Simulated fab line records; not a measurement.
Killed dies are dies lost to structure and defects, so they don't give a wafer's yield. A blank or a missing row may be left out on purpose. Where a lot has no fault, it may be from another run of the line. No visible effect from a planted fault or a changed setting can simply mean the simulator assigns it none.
fab line records | flow sfqLine | part 1 of 2: steps 1 to 25 of 35
[record] lots = 5 wafers = 15 lastDay = 86
route steps=325 shown L0V@20 M0@28 I0@43
lots untouched by any fault: they come from a run of this same line in which no faults occurred
startH: hours from the record's first day to the start of the lot's first wafer shown | waitH: how many hours have passed since the lot's step before this one | " same as the row above | L1.1+2: several wafers, shown together as one row | - value missing, or start not given | * or withheld: withheld | < > ~ a bound
route shown NAME@n: names a module that has steps shown in the file, with the first one's number in the route | usual: mean/standard deviation taken from wafers without a fault | same: alike in all rows | chamber/n: place in a boat | sites: readings site by site | _std_site: how widely they spread, as a standard deviation | _edge_site: mean of outer sites minus mean of inner sites | radiusMm: for every site, how far away it sits from the centre of the wafer | mask NAME#n: copy n | behind: tool/chamber where the wafer was last shaped | hold: what put the lot on hold/how long, in hours/how the hold closed | device: names the non-switching transistor (n, p or np) | end of line: the route-end tests of the same wafers | step lacking rows: just its recipe | killed: dies that structure and defects cost at the first sort, which is not the same as the wafer's yield | map: per-die view of a wafer (x killed, . not killed, _ where there is no die)
set.NAME: the run value of the setting; set.NAME@STEP: its run value at that earlier step | model.NAME: the simulator's own value behind a step, which no gauge read
lots at selected steps of the route; one table per step, one row per wafer
services: a tool's chamber out of use, with start hour (startH, from the record's first day; less than 0 if before it), hours out, and reason
[[steps]]
[step SFQ_TRILAYER_L0_VIA_LITHO_EXPOSE_014]
[recipe] maskId = L0V na = 0.6 sourceShape = conventional sigmaOuter = 0.65 targetCdNm = 700 doseMj = 21.3
// columns lot.wafer tool chamber startH waitH mask
L077.2+4+5 krfScanner-01 0 172.92 - L0V#0
L090.1+4+6 krfScanner-02 0 269.67 - L0V#0
L091.1+3+5 krfScanner-02 0 276.87 - L0V#0
L094.3+4+6 krfScanner-01 0 308.30 - L0V#0
L097.1+4+5 krfScanner-02 0 331.61 - L0V#0
[step SFQ_TRILAYER_L0_VIA_LITHO_PEB_016]
[recipe] pebTempC = 115 pebTimeS = 60 resist = KrF
[usual] exhaustPa = 45.2/0.97
// columns lot.wafer tool chamber startH waitH exhaustPa
L077.2 lithoTrack-02 0 173.95 0.8 43.3
L077.4 " 0 " " 44.7
L077.5 " 0 " " 45.0
L090.1 lithoTrack-01 0 270.87 1.0 44.9
L090.4 " 0 " " 45.4
L090.6 " 0 " " 45.4
L091.1 lithoTrack-02 0 278.07 1.0 44.1
L091.3 " 0 " " 44.5
L091.5 " 0 " " 44.4
L094.3 lithoTrack-02 0 309.15 0.7 44.0
L094.4 " 0 " " 43.7
L094.6 " 0 " " 44.0
L097.1 lithoTrack-01 0 332.81 1.0 45.0
L097.4 " 0 " " 44.7
L097.5 " 0 " " 44.9
[step SFQ_TRILAYER_L0_VIA_LITHO_DEVELOP_015]
[recipe] timeS = 60 resist = KrF
[usual] exhaustPa = 45.3/0.71
// columns lot.wafer tool chamber startH waitH exhaustPa
L077.2 lithoTrack-02 0 174.10 0.1 45.4
L077.4 " 0 " " 45.5
L077.5 " 0 " " 45.2
L090.1 lithoTrack-01 0 271.02 0.1 45.2
L090.4 " 0 " " 45.8
L090.6 " 0 " " 45.5
L091.1 lithoTrack-02 0 278.22 0.1 44.6
L091.3 " 0 " " 45.5
L091.5 " 0 " " 44.2
L094.3 lithoTrack-02 0 309.30 0.1 45.1
L094.4 " 0 " " 46.5
L094.6 " 0 " " 45.6
L097.1 lithoTrack-01 0 332.96 0.1 44.3
L097.4 " 0 " " 44.9
L097.5 " 0 " " 45.5
[step SFQ_L0V_OVL_MEAS_903]
[usual] L0V_OVL = 0/5
// columns lot.wafer tool chamber startH waitH L0V_OVL[nm]
L077.2 overlay-01 - 174.23 0.1 -1
L077.4 " - " " 1
L077.5 " - " " -8
L090.1 overlay-02 - 271.17 0.1 2
L090.4 " - " " 2
L090.6 " - " " 3
L091.1 overlay-02 - 278.37 0.1 7
L091.3 " - " " 6
L091.5 " - " " 6
L094.3 overlay-02 - 309.41 0.1 -1
L094.4 " - " " 1
L094.6 " - " " -2
L097.1 overlay-02 - 333.11 0.1 1
L097.4 " - " " 0
L097.5 " - " " -7
[step SFQ_TRILAYER_L0_VIA_BARC_OPEN_VIA_ETCH_021]
[recipe] maskMaterial = PR chemistry = O2 targetDepthNm = 125 target = BARC sourceW = 500 biasW = 80 pressureMtorr = 30 timeS = 41.7
[usual] drypumpMotorCurrentA = 5.5/0.37 oesProductAu = 0.685/0.0047
// columns lot.wafer tool chamber startH waitH drypumpMotorCurrentA oesProductAu rfHoursCounterH
L077.2 rieDiel-03 0 174.26 0.0 5.8 0.688 91
L077.4 " 3 " " 5.1 0.683 17
L077.5 " 0 " " 5.8 0.686 -
L090.1 rieDiel-04 0 271.21 0.0 5.8 0.682 65
L090.4 " 2 " " 5.2 0.694 122
L090.6 " 3 " " 5.4 0.686 -
L091.1 rieDiel-01 1 278.41 0.0 5.6 0.682 53
L091.3 " 3 " " 5.7 0.678 6
L091.5 " 0 " " 5.1 0.688 -
L094.3 rieDiel-04 1 309.43 0.0 6.0 0.683 2
L094.4 " 2 " " 5.3 0.684 122
L094.6 " 0 " " 5.8 0.687 -
L097.1 rieDiel-01 1 333.15 0.0 5.6 0.692 54
L097.4 " 0 " " 5.1 0.689 70
L097.5 " 2 " " 5.4 0.696 -
[step SFQ_TRILAYER_L0_VIA_ETCH_VIA_ETCH_016]
[recipe] target = SiO2 stopOn = MoNx_KI maskMaterial = PR chemistry = CHF3 targetDepthNm = 80 sourceW = 500 biasW = 80 pressureMtorr = 30 timeS = withheld
[usual] drypumpMotorCurrentA = 5.5/0.37 oesProductAu = 0.842/0.0088
// columns lot.wafer tool chamber startH waitH drypumpMotorCurrentA oesProductAu
L077.2 rieDiel-03 0 174.30 0.0 5.8 0.840
L077.4 " 3 " " 5.1 0.850
L077.5 " 0 " " 5.9 0.849
L090.1 rieDiel-04 0 271.25 0.0 5.8 0.847
L090.4 " 2 " " 5.2 0.835
L090.6 " 3 " " 5.4 0.843
L091.1 rieDiel-01 1 278.45 0.0 5.5 0.840
L091.3 " 3 " " 5.6 0.834
L091.5 " 0 " " 5.1 0.851
L094.3 rieDiel-04 1 309.47 0.0 5.9 0.824
L094.4 " 2 " " 5.2 0.843
L094.6 " 0 " " 5.8 0.842
L097.1 rieDiel-01 1 333.19 0.0 5.6 0.840
L097.4 " 0 " " 5.1 0.846
L097.5 " 2 " " 5.4 0.854
[step SFQ_TRILAYER_L0_VIA_STRIP_STRIP_017]
[recipe] gas = O2 powerW = 200 platenTempC = 40 overashFraction = 0.65 chemistry = O2 pressureMtorr = 50
[usual] drypumpMotorCurrentA = 6.0/0.49 oesProductAu = 1.003/0.012
// columns lot.wafer tool chamber startH waitH drypumpMotorCurrentA oesProductAu rfHoursCounterH
L077.2 rieMetal-01 0 174.34 - 5.6 1.008 156
L077.4 " 1 " " 5.3 1.005 -
L077.5 " 0 " " 5.5 0.997 -
L090.1 rieMetal-03 1 271.29 - 6.6 1.002 107
L090.4 " 0 " " 6.2 1.003 -
L090.6 " 1 " " 6.6 1.004 -
L091.1 rieMetal-01 1 278.49 - 5.3 0.991 4
L091.3 " 1 " " 5.3 0.994 -
L091.5 " 1 " " 5.3 0.991 -
L094.3 rieMetal-03 1 309.72 - 6.5 1.015 -
L094.4 " 0 " " 6.2 1.000 -
L094.6 " 1 " " 6.5 1.012 -
L097.1 rieMetal-03 1 333.24 - 6.6 1.014 115
L097.4 " 0 " " 6.2 1.012 -
L097.5 " 1 " " 6.6 1.008 -
[step SFQ_TRILAYER_L0_VIA_STRIP_SOLV_CLEAN_018]
[recipe] chemistry = NMP tempC = 70 timeS = 600
// columns lot.wafer tool chamber startH waitH
L077.2+4+5 wetBench-01 5,2,4 174.94 0.4
L090.1+4+6 wetBench-01 5,0,1 271.89 0.4
L091.1+3+5 wetBench-03 6,5,7 279.69 1.0
L094.3+4+6 wetBench-01 0,5,7 310.12 0.2
L097.1+4+5 wetBench-03 6,7,0 333.84 0.4
[step SFQ_TRILAYER_M0_DEP_PRE_CLEAN_020]
[recipe] gas = Ar timeS = 15 biasV = 250
// columns lot.wafer tool chamber startH waitH
L077.2+4+5 pvdSputter-05 - 175.12 0.0
L090.1+4+6 pvdSputter-05 - 272.07 0.0
L091.1+3+5 pvdSputter-06 - 279.87 0.0
L094.3+4+6 pvdSputter-04 - 310.29 0.0
L097.1+4+5 pvdSputter-05 - 334.01 0.0
[step SFQ_TRILAYER_M0_DEP_SPUTTER_019]
[recipe] material = Nb basePressurePa = 1.33e-06 chamberPressurePa = 0.1333 substrateTempC = 20 resputterCathodeVoltageV = 400 targetThkNm = 200 powerW = 2000 timeS = 133.3
[usual] throttleValvePct = 29.3/0.96
// columns lot.wafer tool chamber startH waitH throttleValvePct
L077.2 pvdSputter-05 - 175.14 0.0 28.6
L077.4 " - " " 28.9
L077.5 " - " " 29.0
L090.1 pvdSputter-05 - 272.09 0.0 29.6
L090.4 " - " " 29.6
L090.6 " - " " 30.1
L091.1 pvdSputter-06 - 279.89 0.0 29.5
L091.3 " - " " 27.5
L091.5 " - " " 27.9
L094.3 pvdSputter-04 - 310.32 0.0 27.9
L094.4 " - " " 29.7
L094.6 " - " " 30.9
L097.1 pvdSputter-05 - 334.04 0.0 29.8
L097.4 " - " " 28.9
L097.5 " - " " 28.7
[step SFQ_M0_RS_MEAS_904]
[recipe] thkMeasGauge = four-point-probe reads = Nb_of_TRILAYER_M0_DEP_SPUTTER_019
[usual] M0_NB_RS = 0.889/0.012
// columns lot.wafer tool chamber startH waitH M0_NB_RS[ohm/sq]
L077.2 filmMetro-02 - 175.26 0.1 0.889
L077.4 " - " " 0.877
L077.5 " - " " 0.876
L090.1 filmMetro-02 - 272.19 0.0 0.873
L090.4 " - " " 0.883
L090.6 " - " " 0.888
L091.1 filmMetro-03 - 279.99 0.0 0.881
L091.3 " - " " 0.870
L091.5 " - " " 0.867
L094.3 filmMetro-01 - 310.45 0.1 0.889
L094.4 " - " " 0.893
L094.6 " - " " 0.879
L097.1 filmMetro-02 - 334.13 0.0 0.876
L097.4 " - " " 0.881
L097.5 " - " " 0.885
[step SFQ_TRILAYER_M0_LITHO_COAT_026]
[recipe] resist = BARC spinRpm = 3000 resistThkNm = 62
[usual] dispensePressureKPa = 51/3.9 exhaustPa = 44.9/0.95
// columns lot.wafer tool chamber startH waitH dispensePressureKPa exhaustPa
L077.2 lithoTrack-04 0 175.47 0.1 51 45.3
L077.4 " 0 " " 51 44.3
L077.5 " 0 " " 51 43.9
L090.1 lithoTrack-03 0 272.37 0.1 45 44.2
L090.4 " 0 " " 45 43.6
L090.6 " 0 " " 45 45.2
L091.1 lithoTrack-02 0 280.17 0.1 55 44.2
L091.3 " 0 " " 55 43.6
L091.5 " 0 " " 55 44.2
L094.3 lithoTrack-03 0 310.69 0.1 45 43.9
L094.4 " 0 " " 45 44.8
L094.6 " 0 " " 45 45.7
L097.1 lithoTrack-02 0 334.31 0.1 55 45.2
L097.4 " 0 " " 55 45.4
L097.5 " 0 " " 55 44.4
[step SFQ_TRILAYER_M0_LITHO_COAT_021]
[recipe] resist = KrF spinRpm = 3000 resistThkNm = 600
[usual] dispensePressureKPa = 51/3.9 exhaustPa = 44.9/0.93
// columns lot.wafer tool chamber startH waitH dispensePressureKPa exhaustPa
L077.2 lithoTrack-04 0 175.77 0.2 51 44.6
L077.4 " 0 " " 51 45.0
L077.5 " 0 " " 51 44.4
L090.1 lithoTrack-03 0 272.67 0.2 45 44.7
L090.4 " 0 " " 45 44.8
L090.6 " 0 " " 45 45.9
L091.1 lithoTrack-02 0 280.47 0.2 55 44.2
L091.3 " 0 " " 55 44.5
L091.5 " 0 " " 55 43.2
L094.3 lithoTrack-03 0 310.99 0.2 45 46.3
L094.4 " 0 " " 45 45.3
L094.6 " 0 " " 45 45.0
L097.1 lithoTrack-02 0 334.61 0.2 55 46.2
L097.4 " 0 " " 55 45.1
L097.5 " 0 " " 55 44.8
[step SFQ_TRILAYER_M0_LITHO_SOFTBAKE_025]
[recipe] tempC = withheld timeS = withheld resist = KrF
[usual] exhaustPa = 45.3/1.1
// columns lot.wafer tool chamber startH waitH exhaustPa
L077.2 lithoTrack-04 0 176.04 0.2 48.8
L077.4 " 0 " " 47.8
L077.5 " 0 " " 46.9
L090.1 lithoTrack-03 0 272.97 0.2 45.3
L090.4 " 0 " " 44.7
L090.6 " 0 " " 45.2
L091.1 lithoTrack-02 0 280.77 0.2 45.9
L091.3 " 0 " " 45.9
L091.5 " 0 " " 45.8
L094.3 lithoTrack-03 0 311.24 0.2 44.9
L094.4 " 0 " " 44.8
L094.6 " 0 " " 43.9
L097.1 lithoTrack-02 0 334.91 0.2 44.0
L097.4 " 0 " " 44.0
L097.5 " 0 " " 45.5
[step SFQ_TRILAYER_M0_LITHO_EXPOSE_022]
[recipe] maskId = M0 na = 0.6 sourceShape = conventional sigmaOuter = 0.65 targetCdNm = 500 doseMj = 14.4
// columns lot.wafer tool chamber startH waitH mask
L077.2+4+5 krfScanner-02 0 273.47 - M0#0
L090.1+4+6 krfScanner-02 0 398.92 - M0#0
L091.1+3+5 krfScanner-02 0 409.72 - M0#0
L094.3+4+6 krfScanner-01 0 448.96 - M0#0
L097.1+4+5 krfScanner-02 0 476.29 - M0#0
[step SFQ_TRILAYER_M0_LITHO_PEB_024]
[recipe] pebTempC = 115 pebTimeS = 60 resist = KrF
[usual] exhaustPa = 45.2/0.82
// columns lot.wafer tool chamber startH waitH exhaustPa
L077.2 lithoTrack-02 0 274.50 0.8 44.1
L077.4 " 0 " " 44.7
L077.5 " 0 " " 44.6
L090.1 lithoTrack-03 0 400.12 1.0 46.1
L090.4 " 0 " " 45.4
L090.6 " 0 " " 45.6
L091.1 lithoTrack-04 0 410.92 1.0 44.5
L091.3 " 0 " " 45.0
L091.5 " 0 " " 44.7
L094.3 lithoTrack-03 0 449.81 0.7 48.1
L094.4 " 0 " " 46.8
L094.6 " 0 " " 46.0
L097.1 lithoTrack-03 0 477.49 1.0 44.8
L097.4 " 0 " " 44.9
L097.5 " 0 " " 44.9
[step SFQ_TRILAYER_M0_LITHO_DEVELOP_023]
[recipe] timeS = 60 resist = KrF
[usual] exhaustPa = 44.9/0.99
// columns lot.wafer tool chamber startH waitH exhaustPa
L077.2 lithoTrack-02 0 274.65 0.1 46.1
L077.4 " 0 " " 44.4
L077.5 " 0 " " 44.2
L090.1 lithoTrack-03 0 400.27 0.1 45.5
L090.4 " 0 " " 45.3
L090.6 " 0 " " 45.7
L091.1 lithoTrack-04 0 411.07 0.1 45.5
L091.3 " 0 " " 46.5
L091.5 " 0 " " 45.4
L094.3 lithoTrack-03 0 449.96 0.1 44.5
L094.4 " 0 " " 45.5
L094.6 " 0 " " 44.9
L097.1 lithoTrack-03 0 477.64 0.1 45.7
L097.4 " 0 " " 45.3
L097.5 " 0 " " 43.3
[step SFQ_M0_OVL_MEAS_906]
[usual] M0_OVL = 1/6.5
// columns lot.wafer tool chamber startH waitH M0_OVL[nm]
L077.2 overlay-02 - 274.78 0.1 -4
L077.4 " - " " -3
L077.5 " - " " -7
L090.1 overlay-01 - 400.42 0.1 7
L090.4 " - " " -2
L090.6 " - " " -2
L091.1 overlay-01 - 411.22 0.1 -4
L091.3 " - " " -4
L091.5 " - " " 4
L094.3 overlay-02 - 450.08 0.1 8
L094.4 " - " " -3
L094.6 " - " " -5
L097.1 overlay-02 - 477.79 0.1 12
L097.4 " - " " 9
L097.5 " - " " 10
[step SFQ_TRILAYER_M0_BARC_OPEN_METAL_ETCH_031]
[recipe] maskMaterial = PR chemistry = O2 targetDepthNm = 125 target = BARC icpW = 600 biasW = 80 pressureMtorr = 10 timeS = 41.7
[usual] drypumpMotorCurrentA = 5.8/0.48 oesProductAu = 0.685/0.0044
// columns lot.wafer tool chamber startH waitH drypumpMotorCurrentA oesProductAu rfHoursCounterH
L077.2 rieMetal-01 1 274.83 0.0 5.3 0.690 -
L077.4 " 1 " " 5.3 0.686 -
L077.5 " 1 " " 5.3 0.690 -
L090.1 rieMetal-02 0 400.45 0.0 5.4 0.689 73
L090.4 " 1 " " 6.2 0.687 -
L090.6 " 0 " " 5.4 0.680 -
L091.1 rieMetal-03 0 411.25 0.0 6.2 0.695 24
L091.3 " 1 " " 6.6 0.702 -
L091.5 " 1 " " 6.6 0.686 -
L094.3 rieMetal-01 0 450.14 0.1 5.6 0.687 -
L094.4 " 0 " " 5.6 0.677 -
L094.6 " 0 " " 5.6 0.680 -
L097.1 rieMetal-01 0 477.82 0.0 5.6 0.682 14
L097.4 " 0 " " 5.5 0.685 -
L097.5 " 1 " " 5.3 0.680 -
[step SFQ_TRILAYER_M0_ETCH_METAL_ETCH_024]
[recipe] target = Nb stopOn = SiO2 maskMaterial = PR chemistry = Cl2/Ar targetDepthNm = 240 icpW = 600 biasW = 80 pressureMtorr = 10 timeS = 120
[usual] drypumpMotorCurrentA = 5.8/0.47 oesProductAu = 0.894/0.0078
// columns lot.wafer tool chamber startH waitH drypumpMotorCurrentA oesProductAu rfHoursCounterH
L077.2 rieMetal-01 1 274.97 0.1 5.3 0.890 -
L077.4 " 1 " " 5.3 0.906 -
L077.5 " 1 " " 5.3 0.894 -
L090.1 rieMetal-02 0 400.51 0.0 5.4 0.902 73
L090.4 " 1 " " 6.2 0.901 -
L090.6 " 0 " " 5.5 0.902 -
L091.1 rieMetal-03 0 411.31 0.0 6.2 0.889 24
L091.3 " 1 " " 6.5 0.910 -
L091.5 " 1 " " 6.6 0.898 -
L094.3 rieMetal-01 0 450.30 0.1 5.6 0.897 -
L094.4 " 0 " " 5.6 0.889 -
L094.6 " 0 " " 5.6 0.895 -
L097.1 rieMetal-01 0 477.88 0.0 5.5 0.903 15
L097.4 " 0 " " 5.6 0.895 -
L097.5 " 1 " " 5.3 0.890 -
[step SFQ_TRILAYER_M0_STRIP_STRIP_025]
[recipe] gas = O2 powerW = 200 platenTempC = 40 overashFraction = 0.65 chemistry = O2 pressureMtorr = 50
[usual] drypumpMotorCurrentA = 5.8/0.47 oesProductAu = 1.003/0.011
// columns lot.wafer tool chamber startH waitH drypumpMotorCurrentA oesProductAu rfHoursCounterH
L077.2 rieMetal-01 1 275.38 0.4 5.3 0.990 -
L077.4 " 1 " " 5.3 0.994 -
L077.5 " 1 " " 5.3 0.996 -
L090.1 rieMetal-02 0 400.64 0.1 5.5 1.003 74
L090.4 " 1 " " 6.2 1.024 -
L090.6 " 0 " " 5.5 1.004 -
L091.1 rieMetal-03 0 411.44 0.1 6.2 1.015 25
L091.3 " 1 " " 6.6 0.999 -
L091.5 " 1 " " 6.6 0.993 -
L094.3 rieMetal-01 0 450.87 0.5 5.6 1.007 -
L094.4 " 0 " " 5.6 1.008 -
L094.6 " 0 " " 5.6 1.013 -
L097.1 rieMetal-01 0 478.01 0.1 5.6 1.012 15
L097.4 " 0 " " 5.6 1.010 -
L097.5 " 1 " " 5.3 0.989 -
[step SFQ_TRILAYER_M0_STRIP_SOLV_CLEAN_026]
[recipe] chemistry = NMP tempC = 70 timeS = 600
// columns lot.wafer tool chamber startH waitH
L077.2+4+5 wetBench-04 5,2,6 276.38 0.8
L090.1+4+6 wetBench-01 2,7,3 401.24 0.4
L091.1+3+5 wetBench-01 0,4,5 412.04 0.4
L094.3+4+6 wetBench-01 3,7,4 451.67 0.6
L097.1+4+5 wetBench-04 3,6,2 478.61 0.4
[step SFQ_TRILAYER_I0_DEP_PECVD_027]
[recipe] material = SiO2 tempC = 150 timeS = 111.11 pressureTorr = 2.4 rfW = 183.3 precursor = SiH4/N2O targetThkNm = 500
[usual] heaterPowerW = 86/17 showerheadVppV = 840/40 throttleValvePct = 24.1/1.9
// columns lot.wafer tool chamber startH waitH heaterPowerW showerheadVppV throttleValvePct
L077.2 pecvd-02 1 276.55 0.0 85 808 22.2
L077.4 " 0 " " 79 782 23.1
L077.5 " 2 " " 93 877 22.8
L090.1 pecvd-01 2 401.41 0.0 98 865 23.8
L090.4 " 1 " " 104 828 31.1
L090.6 " 0 " " 59 870 24.3
L091.1 pecvd-03 0 412.21 0.0 95 869 25.0
L091.3 " 2 " " 77 814 26.5
L091.5 " 0 " " 99 864 25.1
L094.3 pecvd-02 2 451.84 0.0 108 876 23.1
L094.4 " 0 " " 78 765 23.8
L094.6 " 2 " " 95 866 23.2
L097.1 pecvd-03 1 478.78 0.0 63 912 23.6
L097.4 " 2 " " 70 809 26.0
L097.5 " 1 " " 65 913 23.6
[step SFQ_TRILAYER_I0_CMP_CMP_028]
[recipe] material = SiO2 downForcePsi = 3 platenRpm = 60 padVelocityMS = 0.94248
[usual] edgeZonePressureFrac = 0.999/0.0049 motorCurrentA = 9.9/0.52 platenRpm = 60.00/0.037 timeToEndpointS = 213/7.2
// columns lot.wafer tool chamber startH waitH edgeZonePressureFrac motorCurrentA platenRpm timeToEndpointS
L077.4 cmp-02 0 277.13 0.5 0.997 9.5 59.99 210
L077.2 " 1 " " 0.998 10.0 59.99 204
L077.5 " 3 278.63 2.0 0.988 9.3 59.98 221
L090.4 cmp-01 0 402.49 1.0 1.002 10.9 60.05 213
L090.1 " 1 " " 0.995 9.8 59.94 225
L090.6 " 2 " " 1.005 10.1 59.98 219
L091.3 cmp-02 1 416.85 4.6 0.997 10.6 60.04 202
L091.1 " 3 417.85 5.6 1.001 9.3 60.01 208
L091.5 " 0 " " 0.991 9.5 60.01 220
L094.4 cmp-02 3 451.92 0.0 0.996 9.2 59.93 212
L094.3 " 0 " " 1.002 9.3 59.94 213
L094.6 " 3 453.92 2.0 1.003 8.9 60.01 217
L097.4 cmp-02 1 478.86 0.0 0.992 9.7 59.99 210
L097.1 " 3 479.86 1.0 1.005 9.3 59.98 208
L097.5 " 2 481.36 2.5 0.999 10.7 60.09 217
[step SFQ_I0_BOW_MEAS_907]
[recipe] mode = bow
[usual] I0_BOW = -1/6.5
// columns lot.wafer tool chamber startH waitH I0_BOW[um]
L077.2 filmMetro-01 - 279.65 1.5 -1
L077.4 " - " " 12
L077.5 " - " " 3
L090.1 filmMetro-04 - 404.49 1.0 8
L090.4 " - " " 17
L090.6 " - " " 3
L091.1 filmMetro-02 - 419.35 1.0 -2
L091.3 " - " " 7
L091.5 " - " " 1
L094.3 filmMetro-02 - 454.96 2.0 -1
L094.4 " - " " 10
L094.6 " - " " -2
L097.1 filmMetro-02 - 481.86 1.5 -4
L097.4 " - " " -6
L097.5 " - " " -6
